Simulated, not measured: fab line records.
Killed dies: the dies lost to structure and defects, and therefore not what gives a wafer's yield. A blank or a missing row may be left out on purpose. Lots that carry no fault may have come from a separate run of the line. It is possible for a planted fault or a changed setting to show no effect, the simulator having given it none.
Which tool did it? ; flow sky130 ; 15 lots with 42 wafers sampled at 2 steps, on a route of 708 steps

WHAT THE GAUGES SHOWED, per wafer
SKY_VT_ADJUST_HVTR_TW_MEAS_11. Usual: for VT_ADJUST_HVTR_TW the level is 211.1 and the standard deviation is 1.7.
lot;measured;on;VT_ADJUST_HVTR_TW;flag
L121;day 9 11:52;film metro-03;208.9 210.6 210.4;
L122;day 9 19:35;film metro-02;211.7 212.3 211.6;
L123;day 10 06:23;film metro-04;212.5 212.2 212.0;
L124;day 10 12:32;film metro-02;213.8 213.1 212.5;
L125;day 10 18:19;film metro-04;212.0 211.8 212.8;
L127;day 11 05:26;film metro-04;211.4 211.5 212.1;
L132;day 12 19:28;film metro-03;209.6 195.0;OFF
L133;day 13 03:31;film metro-04;197.7 211.6;OFF
L134;day 13 09:04;film metro-03;195.8 195.6;OFF
L139;day 15 02:29;film metro-04;210.6 211.7 211.6;
L140;day 15 07:37;film metro-03;208.0 209.3 207.8;
L141;day 15 13:28;film metro-02;213.2 212.9 213.5;
L142;day 16 00:51;film metro-04;209.6 210.2 209.8;
L143;day 16 05:16;film metro-03;209.4 209.7 210.1;
L144;day 16 16:32;film metro-04;209.7 211.0 209.7;

TOOL THAT RAN EACH LOT (tool first, then ch and the chambers of the sampled wafers, then the start)
lot;SKY_VT_ADJUST_HVTR_IMPLANT_09
L121;implanter-03 ch 0, day 9 11:37
L122;implanter-01 ch 0, day 9 19:22
L123;implanter-02 ch 0, day 10 06:08
L124;implanter-01 ch 0, day 10 12:19
L125;implanter-03 ch 0, day 10 18:04
L127;implanter-03 ch 0, day 11 05:12
L132;implanter-03 ch 0, day 12 19:14
L133;implanter-03 ch 0, day 13 03:16
L134;implanter-03 ch 0, day 13 08:49
L139;implanter-02 ch 0, day 15 02:15
L140;implanter-01 ch 0, day 15 07:22
L141;implanter-02 ch 0, day 15 13:13
L142;implanter-01 ch 0, day 16 00:37
L143;implanter-01 ch 0, day 16 05:02
L144;implanter-03 ch 0, day 16 16:18
- SKY_VT_ADJUST_HVTR_IMPLANT_09

AS READ BY THE TOOLS THEMSELVES (means over the sampled wafers that have a number; for cases with no such wafer, the mark the record gives instead)
SKY_VT_ADJUST_HVTR_IMPLANT_09. Usual: beam on s 10.01 s, standard deviation 0.19; dose ions cm2 2.1003e+12, standard deviation 2.1e+09; faraday current uA 11.83, standard deviation 0.23.
lot;tool;beam on s (s);dose ions cm2;faraday current uA;flag
L121;implanter-03;10.09;2.0985e+12;11.72;
L122;implanter-01;9.85;2.0988e+12;12.08;
L123;implanter-02;10.27;2.1025e+12;11.51;
L124;implanter-01;9.86;2.1001e+12;11.98;
L125;implanter-03;10.04;2.1007e+12;11.77;
L127;implanter-03;10.03;2.1008e+12;11.79;
L132;implanter-03;8.89;2.1026e+12;13.58;OFF
L133;implanter-03;8.98;2.1022e+12;13.52;OFF
L134;implanter-03;7.75;2.0976e+12;15.29;OFF
L139;implanter-02;10.07;2.0982e+12;11.77;
L140;implanter-01;9.87;2.1004e+12;12.03;
L141;implanter-02;10.09;2.1002e+12;11.78;
L142;implanter-01;10.11;2.0968e+12;11.75;
L143;implanter-01;10.01;2.1003e+12;11.82;
L144;implanter-03;10.11;2.1024e+12;11.70;

THE ANSWER, worked out from the rows above alone
Rule: lot off if the mean of its wafers having a number is beyond 3 standard deviations from the usual mean. A lot without any number at a reading at which 4 lots or more have one is off too. Where the step has rows for the other lots, those lots are counted as sound. The gauges are gone through in route order, then the tools' own readings, and for those a lot's mean is taken as printed above. At the first step where some lot is off, the reading lying furthest off is the one used; lots without a number count as furthest.
Off: L132, L133, L134, at SKY_VT_ADJUST_HVTR_TW_MEAS_11 (VT_ADJUST_HVTR_TW).
If a tool, at a process step before that reading, ran all the lots that are off and no sound lot after the first of them, it fits. The gauges at SKY_VT_ADJUST_HVTR_TW_MEAS_11 aren't tried: what is off there is off at SKY_VT_ADJUST_HVTR_IMPLANT_09 too, on other tools, and a gauge's error can't cause that. Of those tried, none fits.

WHAT THE SIMULATOR PUT IN
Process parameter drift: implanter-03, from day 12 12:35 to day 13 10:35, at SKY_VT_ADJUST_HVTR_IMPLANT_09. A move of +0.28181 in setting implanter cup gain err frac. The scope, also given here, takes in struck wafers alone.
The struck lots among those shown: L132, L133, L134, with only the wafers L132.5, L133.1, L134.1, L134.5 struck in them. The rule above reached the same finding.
